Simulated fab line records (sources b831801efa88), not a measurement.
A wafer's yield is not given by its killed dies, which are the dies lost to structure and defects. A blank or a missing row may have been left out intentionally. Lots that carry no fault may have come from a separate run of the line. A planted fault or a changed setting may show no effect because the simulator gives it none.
Which of the tools did it? | flow gf180mcu | 33 wafers sampled from 11 lots at 1 step of a route of 602

== WHAT EACH GAUGE READ, for each wafer ==
GF_V4_BOW_MEAS_05. Usual: for V4_BOW the level is 133 um and the standard deviation is 8.4.
lot  | measured     | on            | V4_BOW (um) | flag
L339 | day 23 16:33 | film metro-03 | 148 139 139 |
L340 | day 24 09:59 | film metro-02 | 135 133 129 |
L341 | day 24 13:38 | film metro-03 | 125 133 134 |
L342 | day 25 04:08 | film metro-03 | 139 147 135 |
L344 | day 25 16:23 | film metro-03 | 122 110 123 |
L345 | day 25 18:27 | film metro-01 | 139 137 131 |
L348 | day 27 01:58 | film metro-02 | 142 122 123 |
L351 | day 28 01:17 | film metro-02 | 133 132 131 |
L357 | day 29 12:15 | film metro-02 | 127 123 132 |
L358 | day 30 00:35 | film metro-02 | 128 133 123 |
L361 | day 30 18:38 | film metro-02 | 144 135 137 |

== WHAT TOOL EACH LOT RAN ON (gives the tool, then ch and the chambers of the sampled wafers, and finally the start) ==
The record holds no process step before these readings.

== WHAT THE TOOLS THEMSELVES READ (means of the sampled wafers that have a number; where no wafer has one, the mark that the record gives instead) ==
The record holds no such reading with a usual standard deviation.

== THE ANSWER, worked out from the rows above alone ==
Rule: take the mean of a lot's wafers that have a number; if it is more than 3 standard deviations from the usual mean, the lot is off. Also off: a lot with no number at a reading for which 4 or more lots have one. All remaining lots with rows at the step are treated as sound. After the gauges, taken in route order, come the tools' own readings; for these a lot's mean is taken, as printed above. The first step at which some lot is off is used, and at that step the reading that is off furthest; a lot without a number counts as furthest.
No lot is off at any reading shown: from this, nothing can be told.

== WHAT WAS PUT IN BY THE SIMULATOR ==
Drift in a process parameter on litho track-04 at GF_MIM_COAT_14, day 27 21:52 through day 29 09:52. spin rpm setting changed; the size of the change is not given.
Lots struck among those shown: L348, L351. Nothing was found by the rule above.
